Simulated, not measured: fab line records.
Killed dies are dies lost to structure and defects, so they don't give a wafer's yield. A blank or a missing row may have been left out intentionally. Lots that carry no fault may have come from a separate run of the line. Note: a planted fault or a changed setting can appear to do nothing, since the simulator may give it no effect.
fab line records + flow sky130
[record]
- lots = 13
- wafers = 39
- last_day = 49
route steps=708 shown VIA3@584 METAL4@601 CAP2M@604 PAD_OPEN@708
lots with no fault: from the same line, run without faults
start_h: hours from the record's opening day to when the first of the lot's shown wafers began + wait_h: hours from the lot's prior step to this one + " unchanged from the row above + L1.1+2: several wafers, shown together as one row + - value missing, or start not given + * or withheld: withheld + < > ~ a bound
route shown NAME@n: a module of which the file shows steps, and the number in the route of the first + usual: mean/standard deviation of fault-free wafers + same: alike in all rows + chamber/n: place in a boat + sites: readings site by site + _std_site: the standard deviation of these + _edge_site: the outer-site mean with the inner-site mean subtracted + radius_mm: for every site, how far away it sits from the centre of the wafer + mask NAME#n: copy n + behind: the tool/chamber that last shaped the wafer + hold: why the lot went on hold/how many hours it stayed there/how the hold came to an end + device: transistor that didn't switch, given as n, p or np + end of line: tests of these same wafers at the route's end + a step with no rows: only its recipe + killed: dies that structure and defects cost at the first sort, which is not the same as the wafer's yield + map: shows each die of a wafer: x if killed, . if not, _ if none is there
set.NAME: the setting the step ran with; set.NAME@STEP: the setting that earlier step ran with + model.NAME: the simulator's own value behind a step, which no gauge read
route steps across a sampled set of lots; one table per step, one row per wafer
services: when a tool's chamber went out of use (start_h, in hours from the record's first day, below 0 if earlier), for how many hours, and the reason
[[steps]]
[step SKY_VIA3_DEVELOP_11]
[recipe]
- develop_time_s = 60
- resist = KrF-thick
- dev_temp_c = 21
[usual]
- developer_temp_C = 21.01/0.12
- resist_line_temp_C = 22.98/0.1
| lot.wafer | tool           | chamber | start_h | wait_h | developer_temp_C | resist_line_temp_C |
|-----------|----------------|---------|---------|--------|------------------|--------------------|
| L131.2    | litho_track-03 | 0       | 938     | -      | 21.13            | 23.08              |
| L131.3    | "              | 0       | "       | "      | 21.08            | 23.08              |
| L131.4    | "              | 0       | "       | "      | 21.10            | 22.99              |
| L132.3    | litho_track-02 | 0       | 950     | -      | 21.07            | 22.87              |
| L132.4    | "              | 0       | "       | "      | 21.19            | 22.82              |
| L132.6    | "              | 0       | "       | "      | 21.20            | 22.97              |
| L135.2    | litho_track-02 | 0       | 961     | -      | 21.01            | 22.98              |
| L135.5    | "              | 0       | 962     | -      | 20.98            | 23.01              |
| L135.6    | "              | 0       | "       | "      | 20.89            | 22.96              |
| L136.2    | litho_track-03 | 0       | 974     | -      | 20.95            | 23.02              |
| L136.4    | "              | 0       | "       | "      | 21.02            | 23.04              |
| L136.6    | "              | 0       | "       | "      | 21.01            | 23.11              |
| L138.1    | litho_track-02 | 0       | 981     | -      | 20.78            | 22.98              |
| L138.3    | "              | 0       | "       | "      | 20.96            | 22.91              |
| L138.4    | "              | 0       | "       | "      | 20.91            | 22.94              |
| L139.1    | litho_track-01 | 0       | 988     | -      | 21.06            | 23.00              |
| L139.3    | "              | 0       | "       | "      | 20.98            | 22.90              |
| L139.5    | "              | 0       | "       | "      | 20.96            | 23.02              |
| L141.1    | litho_track-03 | 0       | 1000    | -      | 20.98            | 23.09              |
| L141.2    | "              | 0       | "       | "      | 21.09            | 23.24              |
| L141.6    | "              | 0       | "       | "      | 21.12            | 23.28              |
| L142.1    | litho_track-03 | 0       | 1012    | -      | 21.07            | 22.95              |
| L142.4    | "              | 0       | "       | "      | 21.16            | 23.07              |
| L142.5    | "              | 0       | "       | "      | 21.05            | 23.00              |
| L143.3    | litho_track-02 | 0       | 1019    | -      | 21.05            | 23.01              |
| L143.4    | "              | 0       | "       | "      | 21.19            | 22.93              |
| L143.5    | "              | 0       | "       | "      | 20.94            | 23.04              |
| L144.1    | litho_track-03 | 0       | 1022    | -      | 21.02            | 23.17              |
| L144.2    | "              | 0       | "       | "      | 20.85            | 23.05              |
| L144.5    | "              | 0       | "       | "      | 20.92            | 23.06              |
| L145.2    | litho_track-03 | 0       | 1026    | -      | 20.23            | 23.02              |
| L145.4    | "              | 0       | "       | "      | 20.13            | 22.91              |
| L145.6    | "              | 0       | "       | "      | 20.22            | 23.10              |
| L146.1    | litho_track-02 | 0       | 1036    | -      | 21.12            | 23.03              |
| L146.2    | "              | 0       | "       | "      | 21.07            | 22.81              |
| L146.4    | "              | 0       | "       | "      | 21.16            | 22.87              |
| L147.1    | litho_track-03 | 0       | 1040    | -      | 20.25            | 22.96              |
| L147.3    | "              | 0       | "       | "      | 20.18            | 23.01              |
| L147.6    | "              | 0       | 1041    | -      | 20.26            | 22.98              |
[step SKY_VIA3_OVL_MEAS_13]
[usual]
- VIA3_OVL = 4/5.9
| lot.wafer | tool       | chamber | start_h | wait_h | VIA3_OVL[nm] |
|-----------|------------|---------|---------|--------|--------------|
| L131.2    | overlay-01 | -       | 938.80  | 0.1    | 5            |
| L131.3    | "          | -       | "       | "      | 6            |
| L131.4    | "          | -       | "       | "      | 5            |
| L132.3    | overlay-01 | -       | 950.79  | 0.1    | 0            |
| L132.4    | "          | -       | "       | "      | 3            |
| L132.6    | "          | -       | "       | "      | -1           |
| L135.2    | overlay-02 | -       | 962.24  | 0.1    | 7            |
| L135.5    | "          | -       | "       | "      | 1            |
| L135.6    | "          | -       | "       | "      | 7            |
| L136.2    | overlay-02 | -       | 974.65  | 0.1    | -5           |
| L136.4    | "          | -       | "       | "      | 0            |
| L136.6    | "          | -       | "       | "      | -3           |
| L138.1    | overlay-02 | -       | 981.33  | 0.1    | 1            |
| L138.3    | "          | -       | "       | "      | 5            |
| L138.4    | "          | -       | "       | "      | 5            |
| L139.1    | overlay-01 | -       | 988.77  | 0.1    | 6            |
| L139.3    | "          | -       | "       | "      | 5            |
| L139.5    | "          | -       | "       | "      | 7            |
| L141.1    | overlay-01 | -       | 1000.70 | 0.1    | 7            |
| L141.2    | "          | -       | "       | "      | 8            |
| L141.6    | "          | -       | "       | "      | 8            |
| L142.1    | overlay-01 | -       | 1012.45 | 0.1    | -6           |
| L142.4    | "          | -       | "       | "      | -1           |
| L142.5    | "          | -       | "       | "      | -5           |
| L143.3    | overlay-02 | -       | 1019.70 | 0.1    | 5            |
| L143.4    | "          | -       | "       | "      | 1            |
| L143.5    | "          | -       | "       | "      | 5            |
| L144.1    | overlay-02 | -       | 1022.85 | 0.1    | 7            |
| L144.2    | "          | -       | "       | "      | 13           |
| L144.5    | "          | -       | "       | "      | 2            |
| L145.2    | overlay-02 | -       | 1026.80 | 0.1    | 3            |
| L145.4    | "          | -       | "       | "      | 7            |
| L145.6    | "          | -       | "       | "      | 2            |
| L146.1    | overlay-01 | -       | 1036.78 | 0.1    | -3           |
| L146.2    | "          | -       | "       | "      | 2            |
| L146.4    | "          | -       | "       | "      | -1           |
| L147.1    | overlay-01 | -       | 1041.15 | 0.1    | 7            |
| L147.3    | "          | -       | "       | "      | 11           |
| L147.6    | "          | -       | "       | "      | 7            |
[step SKY_METAL4_SPUTTER_03]
[recipe]
- material = Ti
- target_thk_nm = 5
- power_w = 3000
- time_s = 3.3
- chamber_pressure_pa = 0.4
[usual]
- throttle_valve_pct = 30.2/0.92
| lot.wafer | tool           | chamber | start_h | wait_h | throttle_valve_pct |
|-----------|----------------|---------|---------|--------|--------------------|
| L131.2    | pvd_sputter-01 | -       | 940.28  | 0.0    | 30.5               |
| L131.3    | "              | -       | "       | "      | 30.9               |
| L131.4    | "              | -       | "       | "      | 32.4               |
| L132.3    | pvd_sputter-02 | -       | 952.27  | 0.0    | 29.5               |
| L132.4    | "              | -       | "       | "      | 29.0               |
| L132.6    | "              | -       | "       | "      | 29.1               |
| L135.2    | pvd_sputter-01 | -       | 963.71  | 0.0    | 31.0               |
| L135.5    | "              | -       | "       | "      | 30.8               |
| L135.6    | "              | -       | "       | "      | 30.1               |
| L136.2    | pvd_sputter-01 | -       | 976.17  | 0.0    | 30.4               |
| L136.4    | "              | -       | "       | "      | 31.8               |
| L136.6    | "              | -       | "       | "      | 30.9               |
| L138.1    | pvd_sputter-01 | -       | 982.87  | 0.0    | 30.3               |
| L138.3    | "              | -       | "       | "      | 31.2               |
| L138.4    | "              | -       | "       | "      | 30.1               |
| L139.1    | pvd_sputter-02 | -       | 990.27  | 0.0    | 29.9               |
| L139.3    | "              | -       | "       | "      | 29.3               |
| L139.5    | "              | -       | "       | "      | 29.5               |
| L141.1    | pvd_sputter-01 | -       | 1002.30 | 0.0    | 31.1               |
| L141.2    | "              | -       | "       | "      | 30.4               |
| L141.6    | "              | -       | "       | "      | 30.4               |
| L142.1    | pvd_sputter-02 | -       | 1013.93 | 0.0    | 29.3               |
| L142.4    | "              | -       | "       | "      | 29.1               |
| L142.5    | "              | -       | "       | "      | 29.8               |
| L143.3    | pvd_sputter-01 | -       | 1021.21 | 0.0    | 31.8               |
| L143.4    | "              | -       | "       | "      | 30.1               |
| L143.5    | "              | -       | "       | "      | 31.9               |
| L144.1    | pvd_sputter-02 | -       | 1024.35 | 0.0    | 29.7               |
| L144.2    | "              | -       | "       | "      | 29.3               |
| L144.5    | "              | -       | "       | "      | 29.4               |
| L145.2    | pvd_sputter-02 | -       | 1028.30 | 0.0    | 29.4               |
| L145.4    | "              | -       | "       | "      | 29.0               |
| L145.6    | "              | -       | "       | "      | 29.6               |
| L146.1    | pvd_sputter-01 | -       | 1038.26 | 0.0    | 30.4               |
| L146.2    | "              | -       | "       | "      | 31.9               |
| L146.4    | "              | -       | "       | "      | 31.0               |
| L147.1    | pvd_sputter-02 | -       | 1042.69 | 0.0    | 29.7               |
| L147.3    | "              | -       | "       | "      | 29.9               |
| L147.6    | "              | -       | "       | "      | 28.9               |
[step SKY_CAP2M_THK_MEAS_01]
[recipe]
- reads = SiO2_of_CAP2M_CVD_00
[usual]
- CAP2M_CVD_00_THK = 15.54/0.2
| lot.wafer | tool          | chamber | start_h | wait_h | CAP2M_CVD_00_THK[nm] |
|-----------|---------------|---------|---------|--------|----------------------|
| L131.2    | film_metro-02 | -       | 940.38  | -      | 15.35                |
| L131.3    | "             | -       | "       | "      | 15.55                |
| L131.4    | "             | -       | "       | "      | 15.72                |
| L132.3    | film_metro-02 | -       | 952.38  | -      | 15.87                |
| L132.4    | "             | -       | "       | "      | 15.85                |
| L132.6    | "             | -       | "       | "      | 16.03                |
| L135.2    | film_metro-04 | -       | 963.81  | -      | 15.53                |
| L135.5    | "             | -       | "       | "      | 15.83                |
| L135.6    | "             | -       | "       | "      | 16.12                |
| L136.2    | film_metro-04 | -       | 976.27  | -      | 15.42                |
| L136.4    | "             | -       | "       | "      | 15.53                |
| L136.6    | "             | -       | "       | "      | 15.55                |
| L138.1    | film_metro-02 | -       | 982.96  | -      | 15.69                |
| L138.3    | "             | -       | "       | "      | 15.41                |
| L138.4    | "             | -       | "       | "      | 15.68                |
| L139.1    | film_metro-01 | -       | 990.35  | -      | 15.47                |
| L139.3    | "             | -       | "       | "      | 15.92                |
| L139.5    | "             | -       | "       | "      | 15.65                |
| L141.1    | film_metro-01 | -       | 1002.39 | -      | 15.43                |
| L141.2    | "             | -       | "       | "      | 15.59                |
| L141.6    | "             | -       | "       | "      | 15.75                |
| L142.1    | film_metro-01 | -       | 1014.03 | -      | 15.34                |
| L142.4    | "             | -       | "       | "      | 15.67                |
| L142.5    | "             | -       | "       | "      | 15.36                |
| L143.3    | film_metro-04 | -       | 1021.32 | -      | 15.31                |
| L143.4    | "             | -       | "       | "      | 15.48                |
| L143.5    | "             | -       | "       | "      | 15.62                |
| L144.1    | film_metro-01 | -       | 1024.44 | -      | 15.48                |
| L144.2    | "             | -       | "       | "      | 15.48                |
| L144.5    | "             | -       | "       | "      | 15.82                |
| L145.2    | film_metro-01 | -       | 1028.40 | -      | 15.16                |
| L145.4    | "             | -       | "       | "      | 15.60                |
| L145.6    | "             | -       | "       | "      | 15.61                |
| L146.1    | film_metro-04 | -       | 1038.35 | -      | 15.42                |
| L146.2    | "             | -       | "       | "      | 15.73                |
| L146.4    | "             | -       | "       | "      | 15.72                |
| L147.1    | film_metro-01 | -       | 1042.77 | -      | 15.39                |
| L147.3    | "             | -       | "       | "      | 15.39                |
| L147.6    | "             | -       | "       | "      | 15.84                |
[step SKY_PAD_OPEN_PROBE_99]
[usual]
- defect_limited_yield = 82.4/1.8
- killed_at_M0_to_M3 = 44/6
- killed_at_M4_up = 2.9/1.5
- killed_at_contacts = 24/4.9
- killed_at_front_end = 16/4.3
- killed_at_other = 0.3/0.54
- killed_dies = 87/8.7
- killed_open = 48/6.7
- killed_short = 39/5.9
- sort_bin_3_pad_short = 0.9/0.4
- sort_bin_5_function = 10.5/1.5
- sort_bin_6_memory = 6.2/1.1
- sort_n_pass = 405/8.7
- sort_yield_pct = 82.4/1.8
[same]
- gross_dies = 492
- killed_at_back_side = 0
- sort_bin_4_leakage[%] = 0
- sort_bin_8_speed[%] = 0
| lot.wafer | tool      | chamber | start_h | wait_h | defect_limited_yield[%] | killed_at_M0_to_M3 | killed_at_M4_up | killed_at_contacts | killed_at_front_end | killed_at_other | killed_dies | killed_open | killed_short | sort_bin_3_pad_short[%] | sort_bin_5_function[%] | sort_bin_6_memory[%] | sort_n_pass | sort_yield_pct[%] |
|-----------|-----------|---------|---------|--------|-------------------------|--------------------|-----------------|--------------------|---------------------|-----------------|-------------|-------------|--------------|-------------------------|------------------------|----------------------|-------------|-------------------|
| L139.1    | prober-01 | -       | 1127.01 | 0.1    | 82.7                    | 37                 | 2               | 21                 | 24                  | 1               | 85          | 51          | 34           | 0.4                     | 12.0                   | 4.9                  | 407         | 82.7              |
| L139.3    | prober-01 | -       | 1127.11 | 0.2    | 83.5                    | 38                 | 1               | 23                 | 19                  | 0               | 81          | 46          | 35           | 1.4                     | 7.1                    | 7.9                  | 411         | 83.5              |
| L139.5    | prober-01 | -       | 1127.21 | 0.2    | 84.6                    | 35                 | 0               | 24                 | 17                  | 0               | 76          | 44          | 32           | 1.2                     | 8.5                    | 5.7                  | 416         | 84.6              |
| L141.1    | prober-01 | -       | 1137.50 | 0.1    | 81.1                    | 42                 | 4               | 29                 | 17                  | 1               | 93          | 48          | 45           | 1.2                     | 13.6                   | 4.1                  | 399         | 81.1              |
| L141.2    | prober-01 | -       | 1137.55 | 0.1    | 83.3                    | 42                 | 3               | 24                 | 13                  | 0               | 82          | 46          | 36           | 0.6                     | 10.0                   | 6.1                  | 410         | 83.3              |
| L141.6    | prober-01 | -       | 1137.75 | 0.2    | 83.1                    | 31                 | 4               | 26                 | 22                  | 0               | 83          | 54          | 29           | 1.2                     | 10.6                   | 5.1                  | 409         | 83.1              |
| L145.4    | prober-01 | -       | 1157.56 | 0.2    | 85.4                    | 48                 | 1               | 15                 | 8                   | 0               | 72          | 37          | 34           | 1.0                     | 7.7                    | 5.9                  | 420         | 85.4              |
| L147.1    | prober-01 | -       | 1169.02 | 0.1    | 81.9                    | 56                 | 3               | 18                 | 12                  | 0               | 89          | 53          | 36           | 0.2                     | 10.8                   | 7.1                  | 403         | 81.9              |
// killed by level:class
L139.1 CONTACT:geometric_particle:open=11 VIA1:geometric_particle:open=9 METAL2:geometric_particle:short=7 FIELD_ISO:geometric_particle:open=6 LI_CONTACT:geometric_particle:open=6 VIA3:geometric_particle:open=5 VIA2:geometric_particle:open=5 FIELD_ISO:geometric_particle:short=4
L139.3 VIA3:geometric_particle:open=9 VIA1:geometric_particle:short=6 LI_CONTACT:geometric_particle:open=6 CONTACT:geometric_particle:short=6 VIA1:geometric_particle:open=6 POLY_GATE:geometric_particle:open=5 CONTACT:geometric_particle:open=5 VIA2:geometric_particle:open=4
L139.5 VIA1:geometric_particle:open=11 CONTACT:geometric_particle:open=7 FIELD_ISO:geometric_particle:open=6 CONTACT:geometric_particle:short=6 METAL2:geometric_particle:short=6 VIA2:geometric_particle:open=6 POLY_GATE:geometric_particle:short=5 LOCAL_INTERCONNECT:geometric_particle:short=5
L141.1 VIA1:geometric_particle:open=12 CONTACT:geometric_particle:open=10 METAL2:geometric_particle:short=8 LI_CONTACT:geometric_particle:open=6 CONTACT:geometric_particle:short=6 FIELD_ISO:geometric_particle:open=5 FIELD_ISO:geometric_particle:short=5 VIA2:geometric_particle:open=5
L141.2 CONTACT:geometric_particle:open=9 VIA1:geometric_particle:open=8 CONTACT:geometric_particle:short=6 VIA2:geometric_particle:open=6 POLY_GATE:geometric_particle:open=5 LOCAL_INTERCONNECT:geometric_particle:short=5 VIA3:geometric_particle:open=5 METAL2:geometric_particle:short=5
L141.6 VIA1:geometric_particle:open=14 CONTACT:geometric_particle:open=11 POLY_GATE:geometric_particle:open=9 POLY_GATE:geometric_particle:short=6 LI_CONTACT:geometric_particle:open=6 VIA3:geometric_particle:open=6 FIELD_ISO:geometric_particle:short=4 CONTACT:geometric_particle:short=4
L145.4 VIA1:geometric_particle:open=13 METAL2:geometric_particle:short=8 METAL1:geometric_particle:short=6 LI_CONTACT:geometric_particle:open=5 VIA3:geometric_particle:open=5 VIA1:geometric_particle:short=4 CONTACT:geometric_particle:open=4 CONTACT:geometric_particle:short=4
L147.1 CONTACT:geometric_particle:open=12 VIA1:geometric_particle:open=12 VIA3:geometric_particle:open=8 VIA2:geometric_particle:open=8 VIA2:geometric_particle:short=7 METAL2:geometric_particle:short=5 VIA1:geometric_particle:short=4 METAL2:geometric_particle:open=4
[[services]]
| tool           | chamber | start_h | hours | kind   |
|----------------|---------|---------|-------|--------|
| pvd_sputter-02 | -       | 924.87  | 1.9   | repair |
[[key]]
[first_sign]
- step = SKY_VIA3_DEVELOP_11
- reading = developer_temp_C
- direction = down
- sigmas = 6.9
- usual = *
- struck = *
effect none on later readings
met_at SKY_VIA3_DEVELOP_11
struck_lots L145,L147
not_acting_at SKY_VIA3_OVL_MEAS_13,SKY_METAL4_SPUTTER_03,SKY_CAP2M_THK_MEAS_01
onset_between 1022 1026
[fault]
- kind = process_parameter_drift
- tool = litho_track-03
- chamber = -
- onset_h = 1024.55
- steps = SKY_VIA3_DEVELOP_11
- channel = dev_temp_c
- offset = *
- shape = step
- end_h = 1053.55
- acts_in = *
- stated = *
